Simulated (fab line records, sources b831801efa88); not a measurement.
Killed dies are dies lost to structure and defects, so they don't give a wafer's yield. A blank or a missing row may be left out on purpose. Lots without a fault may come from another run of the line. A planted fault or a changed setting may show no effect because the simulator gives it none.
fab line records | flow sky130
record lots=5 wafers=15 last_day=48
route steps=708 shown VT_ADJUST_HVTP@90 VT_ADJUST_LVTN@97 VT_ADJUST_NCORE@119
lots that met no fault: from a run of the same line without faults
start_h: hours from the record's first day to the start of the lot's first wafer shown | wait_h: hours since the lot's step before | " the same as in the row above | L1.1+2: a row that stands for several wafers | - no value, or no start given | * or withheld: withheld | < > ~ a bound
route shown NAME@n: a module of which the file shows steps, and the number in the route of the first | usual: mean/standard deviation of fault-free wafers | same: alike in all rows | chamber/n: place in a boat | sites: the reading at each site | _std_site: their standard deviation | _edge_site: outer sites' mean less inner sites' | radius_mm: how far each site lies from the wafer's centre | mask NAME#n: copy n | behind: the tool/chamber that last shaped the wafer | hold: why the lot was held/for how many hours/how that ended | device: the transistor (n, p or np) that didn't switch | end of line: the same wafers' tests at the end of the route | a step without rows: its recipe alone | killed: dies lost to structure and defects at the first sort, not the wafer's yield | map: a wafer's dies, x killed, . not, _ none there
set.NAME: the setting as run; set.NAME@STEP: as run at that earlier step | model.NAME: the simulator's own value behind a step, which no gauge read
lots at some steps of the route; a table a step, a row a wafer
services: from which hour (start_h, from the record's first day; less than 0 if before it) a tool's chamber was out of use, for how many hours, and why
## steps
# step SKY_VT_ADJUST_HVTP_PEB_05
# recipe temp_c=withheld time_s=* resist=NOVOLAK
# usual resist_line_temp_C=*
# columns lot.wafer tool chamber start_h wait_h resist_line_temp_C
L074.2 litho_track-01 0 - - *
L074.4 " 0 " " *
L074.6 " 0 " " *
L080.1 litho_track-03 0 - - *
L080.4 " 0 " " *
L080.6 " 0 " " *
L082.1 litho_track-03 0 - - *
L082.4 " 0 " " *
L082.6 " 0 " " *
L083.3 litho_track-04 0 - - *
L083.5 " 0 " " *
L083.6 " 0 " " *
L090.1 litho_track-03 0 - - *
L090.4 " 0 " " *
L090.6 " 0 " " *
# step SKY_VT_ADJUST_HVTP_DEVELOP_06
# recipe resist=NOVOLAK developer=TMAH develop_time_s=60 dev_temp_c=23
# usual resist_line_temp_C=23.03/0.11
# columns lot.wafer tool chamber start_h wait_h resist_line_temp_C
L074.2 litho_track-01 0 125.68 0.1 23.06
L074.4 " 0 " " 22.97
L074.6 " 0 " " 23.14
L080.1 litho_track-03 0 158.32 0.1 23.13
L080.4 " 0 " " 23.14
L080.6 " 0 " " 23.14
L082.1 litho_track-03 0 166.02 0.1 22.99
L082.4 " 0 " " 23.11
L082.6 " 0 " " 23.10
L083.3 litho_track-04 0 176.51 0.1 22.87
L083.5 " 0 " " 22.88
L083.6 " 0 " " 22.82
L090.1 litho_track-03 0 221.17 0.1 23.23
L090.4 " 0 " " 23.14
L090.6 " 0 " " 23.06
# step SKY_VT_ADJUST_HVTP_CD_MEAS_07
# recipe target_cd_nm=380
# usual cd_nm=379.1/2.3
# columns lot.wafer tool chamber start_h wait_h cd_nm
L074.2 cd_sem-02 - 125.82 0.1 381.8
L074.4 " - " " 383.3
L074.6 " - " " 380.1
L080.1 cd_sem-01 - 158.47 0.1 377.6
L080.4 " - " " 379.9
L080.6 " - " " 378.5
L082.1 cd_sem-01 - 166.17 0.1 380.1
L082.4 " - " " 375.9
L082.6 " - " " 380.4
L083.3 cd_sem-01 - 176.65 0.1 381.3
L083.5 " - " " 380.8
L083.6 " - " " 376.2
L090.1 cd_sem-01 - 221.32 0.1 378.6
L090.4 " - " " 381.2
L090.6 " - " " 378.6
# step SKY_VT_ADJUST_HVTP_OVL_MEAS_08
# usual VT_ADJUST_HVTP_OVL=-0.7/1.3
# columns lot.wafer tool chamber start_h wait_h VT_ADJUST_HVTP_OVL[nm]
L074.2 overlay-01 - 125.93 0.1 -3.5
L074.4 " - " " -1.7
L074.6 " - " " -2.4
L080.1 overlay-01 - 158.59 0.1 -0.4
L080.4 " - " " -1.0
L080.6 " - " " 0.9
L082.1 overlay-01 - 166.29 0.1 -3.1
L082.4 " - " " -0.2
L082.6 " - " " -2.1
L083.3 overlay-02 - 176.75 0.1 -0.8
L083.5 " - " " -0.7
L083.6 " - " " 0.1
L090.1 overlay-01 - 221.44 0.1 -0.9
L090.4 " - " " -3.4
L090.6 " - " " -0.8
# step SKY_VT_ADJUST_HVTP_IMPLANT_09
# recipe species=As energy_kev=150 dose_cm2=4.3e+12 tilt_deg=withheld
# usual beam_energy_keV=150.01/0.043 end_station_pressure_torr=5e-06/2.7e-07
# columns lot.wafer tool chamber start_h wait_h beam_energy_keV end_station_pressure_torr
L074.2 implanter-03 0 125.98 0.0 150.05 4.86e-06
L074.4 " 0 " " 150.05 5.42e-06
L074.6 " 0 " " 150.02 4.95e-06
L080.1 implanter-01 0 158.63 0.0 150.09 5.13e-06
L080.4 " 0 " " 149.93 5.16e-06
L080.6 " 0 " " 150.04 5.13e-06
L082.1 implanter-01 0 166.33 0.0 150.01 5.16e-06
L082.4 " 0 " " 149.97 4.69e-06
L082.6 " 0 " " 149.99 5.05e-06
L083.3 implanter-03 0 176.82 0.1 150.03 4.73e-06
L083.5 " 0 " " 149.97 5.22e-06
L083.6 " 0 " " 149.99 5.38e-06
L090.1 implanter-04 0 221.48 0.0 150.02 5.02e-06
L090.4 " 0 " " 150.02 4.71e-06
L090.6 " 0 " " 150.04 5.14e-06
# step SKY_VT_ADJUST_HVTP_STRIP_10
# recipe chemistry=O2/N2 power_w=1400 pressure_mtorr=1500 platen_temp_c=withheld o2_flow_sccm=3000 n2_flow_sccm=300 overash_fraction=0.5
# usual drypump_motor_current_A=5.79/0.21 oes_product_au=0.716/0.0046 strip_time_to_endpoint_s=14.17/0.042
# columns lot.wafer tool chamber start_h wait_h drypump_motor_current_A oes_product_au rf_hours_counter_h strip_time_to_endpoint_s
L074.2 plasma_asher-04 0 126.11 0.1 5.94 0.718 1 14.12
L074.4 " 1 " " 5.92 0.716 - 14.06
L074.6 " 0 " " 5.93 0.729 - 14.13
L080.1 plasma_asher-01 1 158.78 0.1 5.72 0.712 47 14.18
L080.4 " 1 " " 5.75 0.722 - 14.21
L080.6 " 0 " " 5.62 0.716 - 14.21
L082.1 plasma_asher-04 1 166.48 0.1 5.96 0.713 5 14.20
L082.4 " 0 " " 5.93 0.710 - 14.24
L082.6 " 0 " " 5.90 0.711 - 14.17
L083.3 plasma_asher-01 1 176.95 0.1 5.71 0.719 - 14.23
L083.5 " 0 " " 5.63 0.719 - 14.18
L083.6 " 1 " " 5.74 0.719 - 14.15
L090.1 plasma_asher-01 1 221.63 0.1 5.74 0.714 54 14.26
L090.4 " 0 " " 5.59 0.708 - 14.21
L090.6 " 0 " " 5.60 0.721 - 14.18
# step SKY_VT_ADJUST_HVTP_TW_MEAS_11
# usual VT_ADJUST_HVTP_TW=1365/6
# columns lot.wafer tool chamber start_h wait_h VT_ADJUST_HVTP_TW
L074.2 film_metro-02 - 126.22 0.1 1365
L074.4 " - " " 1361
L074.6 " - " " 1361
L080.1 film_metro-03 - 158.88 0.1 1370
L080.4 " - " " 1364
L080.6 " - " " 1367
L082.1 film_metro-03 - 166.58 0.1 1361
L082.4 " - " " 1366
L082.6 " - " " 1365
L083.3 film_metro-01 - 177.04 0.1 1371
L083.5 " - " " 1370
L083.6 " - " " 1360
L090.1 film_metro-01 - 221.73 0.1 1371
L090.4 " - " " 1364
L090.6 " - " " 1369
# step SKY_VT_ADJUST_LVTN_DEHYDRATE_00
# recipe temp_c=200 time_s=60
# usual resist_line_temp_C=23.03/0.11
# columns lot.wafer tool chamber start_h wait_h resist_line_temp_C
L074.2 litho_track-04 0 135.19 9.0 23.03
L074.4 " 0 " " 23.18
L074.6 " 0 " " 23.16
L080.1 litho_track-04 0 167.86 9.0 23.06
L080.4 " 0 " " 23.05
L080.6 " 0 " " 22.92
L082.1 litho_track-01 0 175.60 9.0 23.07
L082.4 " 0 " " 23.07
L082.6 " 0 " " 23.03
L083.3 litho_track-04 0 187.01 10.0 23.02
L083.5 " 0 " " 22.91
L083.6 " 0 " " 22.94
L090.1 litho_track-02 0 232.69 11.0 23.03
L090.4 " 0 " " 23.11
L090.6 " 0 " " 23.10
# step SKY_VT_ADJUST_LVTN_HMDS_01
# recipe prime_time_s=60 prime_temp_c=120
# usual resist_line_temp_C=22.98/0.099
# columns lot.wafer tool chamber start_h wait_h resist_line_temp_C
L074.2 litho_track-04 0 135.34 0.1 23.08
L074.4 " 0 " " 23.02
L074.6 " 0 " " 22.88
L080.1 litho_track-04 0 168.01 0.1 22.92
L080.4 " 0 " " 22.94
L080.6 " 0 " " 22.96
L082.1 litho_track-01 0 175.75 0.1 23.00
L082.4 " 0 " " 22.92
L082.6 " 0 " " 22.97
L083.3 litho_track-04 0 187.16 0.1 22.93
L083.5 " 0 " " 22.89
L083.6 " 0 " " 22.91
L090.1 litho_track-02 0 232.84 0.1 22.95
L090.4 " 0 " " 23.19
L090.6 " 0 " " 23.04
# step SKY_VT_ADJUST_LVTN_COAT_02
# recipe spin_rpm=2000 resist_thk_nm=3000
# usual resist_line_temp_C=23.00/0.092 spin_speed_rpm=2000.2/1.3
# columns lot.wafer tool chamber start_h wait_h resist_line_temp_C spin_speed_rpm
L074.2 litho_track-04 0 135.49 0.1 23.04 1998.6
L074.4 " 0 " " 23.02 1997.6
L074.6 " 0 " " 23.09 1998.7
L080.1 litho_track-04 0 168.16 0.1 23.18 2001.7
L080.4 " 0 " " 23.10 2002.1
L080.6 " 0 " " 23.08 1999.4
L082.1 litho_track-01 0 175.90 0.1 22.88 1998.2
L082.4 " 0 " " 22.95 2000.0
L082.6 " 0 " " 23.13 1999.2
L083.3 litho_track-04 0 187.31 0.1 22.87 1999.8
L083.5 " 0 " " 22.94 2002.3
L083.6 " 0 " " 22.87 2001.5
L090.1 litho_track-02 0 232.99 0.1 23.17 2000.4
L090.4 " 0 " " 23.00 1997.1
L090.6 " 0 " " 22.97 1999.0
# step SKY_VT_ADJUST_LVTN_SOFTBAKE_03
# recipe temp_c=110 time_s=withheld
# usual resist_line_temp_C=23.01/0.1
# columns lot.wafer tool chamber start_h wait_h resist_line_temp_C
L074.2 litho_track-04 0 135.65 0.1 22.98
L074.4 " 0 " " 23.03
L074.6 " 0 " " 22.92
L080.1 litho_track-04 0 168.31 0.1 22.78
L080.4 " 0 " " 22.93
L080.6 " 0 " " 23.03
L082.1 litho_track-01 0 176.05 0.1 22.99
L082.4 " 0 " " 22.91
L082.6 " 0 " " 22.91
L083.3 litho_track-04 0 187.48 0.1 22.94
L083.5 " 0 " " 23.08
L083.6 " 0 " " 22.98
L090.1 litho_track-02 0 233.14 0.1 23.11
L090.4 " 0 " " 22.92
L090.6 " 0 " " 22.93
# step SKY_VT_ADJUST_LVTN_EXPOSE_04
# recipe mask_id=NWM_COMPLEMENT_LESS_NATIVE na=0.6 source_shape=conventional sigma_outer=0.6 polarization=unpolarized target_cd_nm=840 dose_mj=194
# usual exposure_dose_mJ_cm2=193.97/0.21
# columns lot.wafer tool chamber start_h wait_h mask exposure_dose_mJ_cm2
L074.2 iline_stepper-01 0 - - NWM_COMPLEMENT_LESS_NATIVE#0 193.87
L074.4 " 0 " " NWM_COMPLEMENT_LESS_NATIVE#0 193.90
L074.6 " 0 " " NWM_COMPLEMENT_LESS_NATIVE#0 193.94
L080.1 iline_stepper-01 0 - - NWM_COMPLEMENT_LESS_NATIVE#0 194.15
L080.4 " 0 " " NWM_COMPLEMENT_LESS_NATIVE#0 194.14
L080.6 " 0 " " NWM_COMPLEMENT_LESS_NATIVE#0 194.22
L082.1 iline_stepper-01 0 - - NWM_COMPLEMENT_LESS_NATIVE#0 193.91
L082.4 " 0 " " NWM_COMPLEMENT_LESS_NATIVE#0 193.69
L082.6 " 0 " " NWM_COMPLEMENT_LESS_NATIVE#0 193.99
L083.3 iline_stepper-02 0 - - NWM_COMPLEMENT_LESS_NATIVE#0 194.27
L083.5 " 0 " " NWM_COMPLEMENT_LESS_NATIVE#0 194.03
L083.6 " 0 " " NWM_COMPLEMENT_LESS_NATIVE#0 194.29
L090.1 iline_stepper-01 0 - - NWM_COMPLEMENT_LESS_NATIVE#0 194.08
L090.4 " 0 " " NWM_COMPLEMENT_LESS_NATIVE#0 194.07
L090.6 " 0 " " NWM_COMPLEMENT_LESS_NATIVE#0 193.72
# step SKY_VT_ADJUST_LVTN_PEB_05
# recipe temp_c=115 time_s=withheld
# usual resist_line_temp_C=23.03/0.097
# columns lot.wafer tool chamber start_h wait_h resist_line_temp_C
L074.2 litho_track-04 0 - - 22.98
L074.4 " 0 " " 23.06
L074.6 " 0 " " 22.97
L080.1 litho_track-04 0 - - 23.06
L080.4 " 0 " " 22.96
L080.6 " 0 " " 22.95
L082.1 litho_track-02 0 - - 22.94
L082.4 " 0 " " 22.88
L082.6 " 0 " " 23.14
L083.3 litho_track-04 0 - - 22.94
L083.5 " 0 " " 23.15
L083.6 " 0 " " 23.01
L090.1 litho_track-01 0 - - 23.07
L090.4 " 0 " " 22.92
L090.6 " 0 " " 23.05
# step SKY_VT_ADJUST_LVTN_DEVELOP_06
# recipe wall_angle_deg=90 developer=TMAH develop_time_s=60 dev_temp_c=23
# usual resist_line_temp_C=23.02/0.11
# columns lot.wafer tool chamber start_h wait_h resist_line_temp_C
L074.2 litho_track-04 0 - - 23.09
L074.4 " 0 " " 23.15
L074.6 " 0 " " 23.14
L080.1 litho_track-04 0 - - 23.11
L080.4 " 0 " " 23.10
L080.6 " 0 " " 23.06
L082.1 litho_track-02 0 - - 23.09
L082.4 " 0 " " 22.99
L082.6 " 0 " " 22.91
L083.3 litho_track-04 0 - - 23.01
L083.5 " 0 " " 23.12
L083.6 " 0 " " 23.08
L090.1 litho_track-01 0 - - 23.11
L090.4 " 0 " " 22.94
L090.6 " 0 " " 22.96
# step SKY_VT_ADJUST_LVTN_OVL_MEAS_07
# usual VT_ADJUST_LVTN_OVL=0.5/1.5
# columns lot.wafer tool chamber start_h wait_h VT_ADJUST_LVTN_OVL[nm]
L074.2 overlay-02 - 145.12 - -0.7
L074.4 " - " " -0.2
L074.6 " - " " -0.7
L080.1 overlay-01 - 177.91 - 1.5
L080.4 " - " " -1.7
L080.6 " - " " 1.4
L082.1 overlay-01 - 186.64 - 2.0
L082.4 " - " " 2.4
L082.6 " - " " 2.0
L083.3 overlay-01 - 197.42 - -2.3
L083.5 " - " " -2.0
L083.6 " - " " 0.2
L090.1 overlay-01 - 244.25 - -1.6
L090.4 " - " " 0.4
L090.6 " - " " -0.2
# step SKY_VT_ADJUST_LVTN_IMPLANT_08
# recipe species=B energy_kev=30 dose_cm2=1.57e+12 tilt_deg=withheld
# usual beam_energy_keV=30.002/0.008 end_station_pressure_torr=5.02e-06/2.9e-07
# columns lot.wafer tool chamber start_h wait_h beam_energy_keV end_station_pressure_torr
L074.2 implanter-01 0 145.17 0.0 29.993 5.41e-06
L074.4 " 0 " " 30.004 5.14e-06
L074.6 " 0 " " 30.002 5.36e-06
L080.1 implanter-02 0 177.95 0.0 30.012 4.91e-06
L080.4 " 0 " " 30.011 4.86e-06
L080.6 " 0 " " 30.001 4.99e-06
L082.1 implanter-04 0 186.68 0.0 30.008 4.79e-06
L082.4 " 0 " " 29.987 5.02e-06
L082.6 " 0 " " 30.002 5.07e-06
L083.3 implanter-01 0 197.50 0.1 30.009 4.86e-06
L083.5 " 0 " " 29.996 4.5e-06
L083.6 " 0 " " 30.008 5.4e-06
L090.1 implanter-02 0 244.29 0.0 30.012 5.05e-06
L090.4 " 0 " " 30.003 5.32e-06
L090.6 " 0 " " 30.000 5.17e-06
# step SKY_VT_ADJUST_LVTN_STRIP_09
# recipe chemistry=O2/N2 power_w=1400 pressure_mtorr=1500 platen_temp_c=withheld o2_flow_sccm=3000 n2_flow_sccm=300 overash_fraction=0.5
# usual drypump_motor_current_A=5.82/0.24 oes_product_au=0.722/0.0049 strip_time_to_endpoint_s=36.99/0.11
# columns lot.wafer tool chamber start_h wait_h drypump_motor_current_A oes_product_au rf_hours_counter_h strip_time_to_endpoint_s
L074.2 plasma_asher-01 0 145.30 0.1 5.64 0.721 46 36.94
L074.4 " 0 " " 5.65 0.718 - 36.95
L074.6 " 1 " " 5.75 0.726 - 36.93
L080.1 plasma_asher-02 0 178.10 0.1 5.68 0.719 52 37.05
L080.4 " 1 " " 5.92 0.717 - 37.04
L080.6 " 1 " " 5.91 0.726 - 37.04
L082.1 plasma_asher-03 1 186.83 0.1 6.25 0.718 39 36.89
L082.4 " 1 " " 6.25 0.724 - 37.02
L082.6 " 0 " " 5.63 0.719 - 36.92
L083.3 plasma_asher-03 0 197.63 0.1 5.62 0.720 - 36.87
L083.5 " 0 " " 5.60 0.718 - 36.96
L083.6 " 1 " " 6.24 0.725 - 36.89
L090.1 plasma_asher-03 0 244.44 0.1 5.61 0.715 45 36.81
L090.4 " 1 " " 6.26 0.716 - 36.86
L090.6 " 0 " " 5.62 0.717 - 36.89
# step SKY_VT_ADJUST_LVTN_TW_MEAS_10
# usual VT_ADJUST_LVTN_TW=243.4/1.2
# columns lot.wafer tool chamber start_h wait_h VT_ADJUST_LVTN_TW
L074.2 film_metro-01 - 145.41 0.1 243.4
L074.4 " - " " 242.2
L074.6 " - " " 242.1
L080.1 film_metro-04 - 178.20 0.1 242.4
L080.4 " - " " 242.1
L080.6 " - " " 243.6
L082.1 film_metro-03 - 186.93 0.1 241.9
L082.4 " - " " 242.7
L082.6 " - " " 243.0
L083.3 film_metro-04 - 197.72 0.1 246.1
L083.5 " - " " 244.4
L083.6 " - " " 244.5
L090.1 film_metro-04 - 244.54 0.1 246.6
L090.4 " - " " 246.3
L090.6 " - " " 246.0
# step SKY_VT_ADJUST_LVTN_DEHYDRATE_11
# recipe temp_c=200 time_s=60
# usual resist_line_temp_C=22.99/0.094
# columns lot.wafer tool chamber start_h wait_h resist_line_temp_C
L074.2 litho_track-02 0 154.32 8.9 22.90
L074.4 " 0 " " 22.73
L074.6 " 0 " " 22.77
L080.1 litho_track-04 0 187.96 9.8 22.99
L080.4 " 0 " " 22.85
L080.6 " 0 " " 23.01
L082.1 litho_track-02 0 196.74 9.8 23.09
L082.4 " 0 " " 22.89
L082.6 " 0 " " 23.00
L083.3 litho_track-04 0 207.96 10.2 22.99
L083.5 " 0 " " 23.04
L083.6 " 0 " " 22.90
L090.1 litho_track-04 0 256.51 12.0 22.99
L090.4 " 0 " " 22.96
L090.6 " 0 " " 22.99
# step SKY_VT_ADJUST_LVTN_HMDS_12
# recipe prime_time_s=60 prime_temp_c=120
# usual resist_line_temp_C=23.02/0.11
# columns lot.wafer tool chamber start_h wait_h resist_line_temp_C
L074.2 litho_track-02 0 154.47 0.1 23.02
L074.4 " 0 " " 22.98
L074.6 " 0 " " 23.02
L080.1 litho_track-04 0 188.11 0.1 23.03
L080.4 " 0 " " 23.16
L080.6 " 0 " " 23.15
L082.1 litho_track-02 0 196.89 0.1 22.92
L082.4 " 0 " " 23.23
L082.6 " 0 " " 23.15
L083.3 litho_track-04 0 208.11 0.1 22.93
L083.5 " 0 " " 23.17
L083.6 " 0 " " 22.94
L090.1 litho_track-04 0 256.66 0.1 23.14
L090.4 " 0 " " 22.93
L090.6 " 0 " " 23.07
# step SKY_VT_ADJUST_LVTN_COAT_13
# recipe resist=NOVOLAK spin_rpm=3000 resist_thk_nm=1140
# usual resist_line_temp_C=22.99/0.092 spin_speed_rpm=2999.8/1.9
# columns lot.wafer tool chamber start_h wait_h resist_line_temp_C spin_speed_rpm
L074.2 litho_track-02 0 154.62 0.1 22.75 2999.6
L074.4 " 0 " " 22.84 2999.8
L074.6 " 0 " " 22.80 2997.0
L080.1 litho_track-04 0 188.26 0.1 22.97 2997.6
L080.4 " 0 " " 23.02 3003.3
L080.6 " 0 " " 22.86 3000.1
L082.1 litho_track-02 0 197.04 0.1 23.05 3000.7
L082.4 " 0 " " 22.92 2998.7
L082.6 " 0 " " 22.90 2998.2
L083.3 litho_track-04 0 208.26 0.1 22.83 2998.9
L083.5 " 0 " " 22.98 2997.5
L083.6 " 0 " " 23.11 2998.7
L090.1 litho_track-04 0 256.81 0.1 23.08 2999.3
L090.4 " 0 " " 23.06 2995.8
L090.6 " 0 " " 22.99 2997.8
# step SKY_VT_ADJUST_LVTN_SOFTBAKE_14
# recipe temp_c=90 time_s=60 resist=NOVOLAK
# usual resist_line_temp_C=22.97/0.095
# columns lot.wafer tool chamber start_h wait_h resist_line_temp_C
L074.2 litho_track-02 0 154.77 0.1 23.05
L074.4 " 0 " " 23.06
L074.6 " 0 " " 22.88
L080.1 litho_track-04 0 188.41 0.1 22.86
L080.4 " 0 " " 22.97
L080.6 " 0 " " 22.77
L082.1 litho_track-02 0 197.19 0.1 22.90
L082.4 " 0 " " 23.04
L082.6 " 0 " " 23.10
L083.3 litho_track-04 0 208.41 0.1 22.92
L083.5 " 0 " " 23.09
L083.6 " 0 " " 22.94
L090.1 litho_track-04 0 256.96 0.1 22.98
L090.4 " 0 " " 23.05
L090.6 " 0 " " 23.03
# step SKY_VT_ADJUST_LVTN_EXPOSE_15
# recipe mask_id=HVN_STD_DERIVED na=0.6 source_shape=conventional sigma_outer=0.6 polarization=unpolarized target_cd_nm=600 dose_mj=163
# usual exposure_dose_mJ_cm2=163.01/0.16
# columns lot.wafer tool chamber start_h wait_h mask exposure_dose_mJ_cm2
L074.2 iline_stepper-01 0 - - HVN_STD_DERIVED#0 162.86
L074.4 " 0 " " HVN_STD_DERIVED#0 163.06
L074.6 " 0 " " HVN_STD_DERIVED#0 163.08
L080.1 iline_stepper-02 0 - - HVN_STD_DERIVED#0 163.21
L080.4 " 0 " " HVN_STD_DERIVED#0 163.26
L080.6 " 0 " " HVN_STD_DERIVED#0 163.34
L082.1 iline_stepper-01 0 - - HVN_STD_DERIVED#0 162.98
L082.4 " 0 " " HVN_STD_DERIVED#0 162.92
L082.6 " 0 " " HVN_STD_DERIVED#0 162.82
L083.3 iline_stepper-01 0 - - HVN_STD_DERIVED#0 162.88
L083.5 " 0 " " HVN_STD_DERIVED#0 162.94
L083.6 " 0 " " HVN_STD_DERIVED#0 162.85
L090.1 iline_stepper-01 0 - - HVN_STD_DERIVED#0 162.92
L090.4 " 0 " " HVN_STD_DERIVED#0 162.93
L090.6 " 0 " " HVN_STD_DERIVED#0 162.93
# step SKY_VT_ADJUST_LVTN_PEB_16
# recipe temp_c=withheld time_s=* resist=NOVOLAK
# usual resist_line_temp_C=*
# columns lot.wafer tool chamber start_h wait_h resist_line_temp_C
L074.2 litho_track-02 0 - - *
L074.4 " 0 " " *
L074.6 " 0 " " *
L080.1 litho_track-04 0 - - *
L080.4 " 0 " " *
L080.6 " 0 " " *
L082.1 litho_track-01 0 - - *
L082.4 " 0 " " *
L082.6 " 0 " " *
L083.3 litho_track-01 0 - - *
L083.5 " 0 " " *
L083.6 " 0 " " *
L090.1 litho_track-04 0 - - *
L090.4 " 0 " " *
L090.6 " 0 " " *
# step SKY_VT_ADJUST_LVTN_DEVELOP_17
# recipe resist=NOVOLAK developer=TMAH develop_time_s=60 dev_temp_c=23
# usual resist_line_temp_C=23.00/0.1
# columns lot.wafer tool chamber start_h wait_h resist_line_temp_C
L074.2 litho_track-02 0 163.77 0.1 22.96
L074.4 " 0 " " 23.01
L074.6 " 0 " " 23.09
L080.1 litho_track-04 0 197.91 0.1 22.91
L080.4 " 0 " " 22.80
L080.6 " 0 " " 22.84
L082.1 litho_track-01 0 207.80 0.1 23.19
L082.4 " 0 " " 23.22
L082.6 " 0 " " 22.94
L083.3 litho_track-01 0 218.90 0.1 23.08
L083.5 " 0 " " 23.11
L083.6 " 0 " " 23.17
L090.1 litho_track-04 0 268.26 0.1 23.07
L090.4 " 0 " " 22.91
L090.6 " 0 " " 22.98
# step SKY_VT_ADJUST_LVTN_OVL_MEAS_18
# usual VT_ADJUST_LVTN_01_OVL=-0.6/1.6
# columns lot.wafer tool chamber start_h wait_h VT_ADJUST_LVTN_01_OVL[nm]
L074.2 overlay-02 - 163.90 0.1 0.9
L074.4 " - " " -0.6
L074.6 " - " " -0.8
L080.1 overlay-02 - 198.06 0.1 -1.6
L080.4 " - " " -2.8
L080.6 " - " " -2.6
L082.1 overlay-02 - 207.95 0.1 -1.2
L082.4 " - " " -0.4
L082.6 " - " " -1.8
L083.3 overlay-02 - 219.01 0.1 0.9
L083.5 " - " " 0.7
L083.6 " - " " 1.1
L090.1 overlay-01 - 268.41 0.1 -1.1
L090.4 " - " " 1.2
L090.6 " - " " 2.2
# step SKY_VT_ADJUST_LVTN_IMPLANT_19
# recipe species=B energy_kev=30 dose_cm2=6.5e+11 tilt_deg=withheld
# usual beam_energy_keV=30.001/0.0087 end_station_pressure_torr=5.02e-06/2.8e-07
# columns lot.wafer tool chamber start_h wait_h beam_energy_keV end_station_pressure_torr
L074.2 implanter-01 0 163.96 0.0 30.016 5.4e-06
L074.4 " 0 " " 30.009 5.25e-06
L074.6 " 0 " " 30.015 5.06e-06
L080.1 implanter-02 0 198.10 0.0 29.993 5.08e-06
L080.4 " 0 " " 29.995 5.05e-06
L080.6 " 0 " " 29.993 4.79e-06
L082.1 implanter-01 0 207.99 0.0 29.998 4.79e-06
L082.4 " 0 " " 30.004 5.25e-06
L082.6 " 0 " " 29.995 5.17e-06
L083.3 implanter-01 0 219.09 0.1 30.011 4.5e-06
L083.5 " 0 " " 30.019 5.38e-06
L083.6 " 0 " " 30.004 4.67e-06
L090.1 implanter-04 0 268.45 0.0 29.998 4.85e-06
L090.4 " 0 " " 30.001 5.49e-06
L090.6 " 0 " " 29.998 4.34e-06
# step SKY_VT_ADJUST_LVTN_STRIP_20
# recipe chemistry=O2/N2 power_w=1400 pressure_mtorr=1500 platen_temp_c=withheld o2_flow_sccm=3000 n2_flow_sccm=300 overash_fraction=0.5
# usual drypump_motor_current_A=5.80/0.21 oes_product_au=0.716/0.005 strip_time_to_endpoint_s=14.19/0.039
# columns lot.wafer tool chamber start_h wait_h drypump_motor_current_A oes_product_au rf_hours_counter_h strip_time_to_endpoint_s
L074.2 plasma_asher-02 0 164.08 0.1 5.69 0.716 51 14.21
L074.4 " 1 " " 5.87 0.711 - 14.25
L074.6 " 1 " " 5.86 0.722 - 14.22
L080.1 plasma_asher-01 1 198.25 0.1 5.73 0.722 51 14.18
L080.4 " 0 " " 5.64 0.712 - 14.14
L080.6 " 1 " " 5.73 0.713 - 14.14
L082.1 plasma_asher-01 1 208.14 0.1 5.72 0.708 52 14.27
L082.4 " 0 " " 5.65 0.723 - 14.24
L082.6 " 0 " " 5.64 0.704 - 14.29
L083.3 plasma_asher-02 0 219.22 0.1 5.67 0.712 - 14.12
L083.5 " 1 " " 5.89 0.717 - 14.15
L083.6 " 0 " " 5.67 0.718 - 14.18
L090.1 plasma_asher-03 0 268.60 0.1 5.61 0.720 47 14.22
L090.4 " 1 " " 6.26 0.723 - 14.20
L090.6 " 1 " " 6.26 0.710 - 14.23
# step SKY_VT_ADJUST_LVTN_TW_MEAS_21
# usual VT_ADJUST_LVTN_2_TW=189.8/1
# columns lot.wafer tool chamber start_h wait_h VT_ADJUST_LVTN_2_TW
L074.2 film_metro-04 - 164.19 0.1 191.5
L074.4 " - " " 190.9
L074.6 " - " " 190.9
L080.1 film_metro-01 - 198.35 0.1 188.9
L080.4 " - " " 189.3
L080.6 " - " " 189.7
L082.1 film_metro-04 - 208.24 0.1 191.2
L082.4 " - " " 191.2
L082.6 " - " " 191.1
L083.3 film_metro-01 - 219.31 0.1 188.2
L083.5 " - " " 188.9
L083.6 " - " " 189.1
L090.1 film_metro-04 - 268.70 0.1 189.9
L090.4 " - " " 191.3
L090.6 " - " " 190.7
# step SKY_VT_ADJUST_NCORE_DEHYDRATE_00
# recipe temp_c=200 time_s=60
# usual resist_line_temp_C=23.00/0.11
# columns lot.wafer tool chamber start_h wait_h resist_line_temp_C
L074.2 litho_track-03 0 173.75 9.5 22.85
L074.4 " 0 " " 22.68
L074.6 " 0 " " 23.14
L080.1 litho_track-04 0 208.51 10.2 22.84
L080.4 " 0 " " 23.01
L080.6 " 0 " " 22.80
L082.1 litho_track-02 0 218.59 10.3 22.99
L082.4 " 0 " " 22.96
L082.6 " 0 " " 22.91
L083.3 litho_track-04 0 230.16 10.8 22.97
L083.5 " 0 " " 23.00
L083.6 " 0 " " 22.96
L090.1 litho_track-02 0 281.29 12.6 23.18
L090.4 " 0 " " 23.10
L090.6 " 0 " " 23.27
# step SKY_VT_ADJUST_NCORE_HMDS_01
# recipe prime_time_s=60 prime_temp_c=120
# usual resist_line_temp_C=22.99/0.11
# columns lot.wafer tool chamber start_h wait_h resist_line_temp_C
L074.2 litho_track-03 0 173.90 0.1 22.93
L074.4 " 0 " " 23.02
L074.6 " 0 " " 23.02
L080.1 litho_track-04 0 208.66 0.1 23.02
L080.4 " 0 " " 22.99
L080.6 " 0 " " 23.05
L082.1 litho_track-02 0 218.74 0.1 23.12
L082.4 " 0 " " 23.12
L082.6 " 0 " " 23.01
L083.3 litho_track-04 0 230.31 0.1 23.18
L083.5 " 0 " " 23.13
L083.6 " 0 " " 23.23
L090.1 litho_track-02 0 281.44 0.1 23.19
L090.4 " 0 " " 23.18
L090.6 " 0 " " 23.09
## services
# columns tool chamber start_h hours kind
plasma_asher-04 - 108.75 9.0 pm
plasma_asher-04 0 108.75 9.0 vent_cycle
plasma_asher-04 1 108.75 9.0 vent_cycle
plasma_asher-02 - 111.72 2.8 pm
implanter-02 - 114.56 1.3 repair
plasma_asher-04 0 117.75 - clean
plasma_asher-04 1 117.75 - clean
implanter-03 - 128.04 2.9 repair
implanter-01 - 148.21 4.1 repair
implanter-01 - 155.91 2.6 repair
iline_stepper-02 0 162.01 - calibration
plasma_asher-04 - 162.34 2.5 repair
iline_stepper-02 - 164.19 7.6 repair
implanter-03 - 165.74 1.2 repair
implanter-03 - 208.85 5.5 repair
plasma_asher-02 - 214.77 4.3 pm
plasma_asher-03 - 222.11 1.9 repair
implanter-04 - 239.00 1.7 repair
iline_stepper-01 - 253.03 1.7 pm
iline_stepper-02 - 254.74 1.7 pm
iline_stepper-01 0 264.55 - calibration
implanter-01 - 271.56 5.5 repair
plasma_asher-02 - 277.96 14.2 repair
## key
fault none
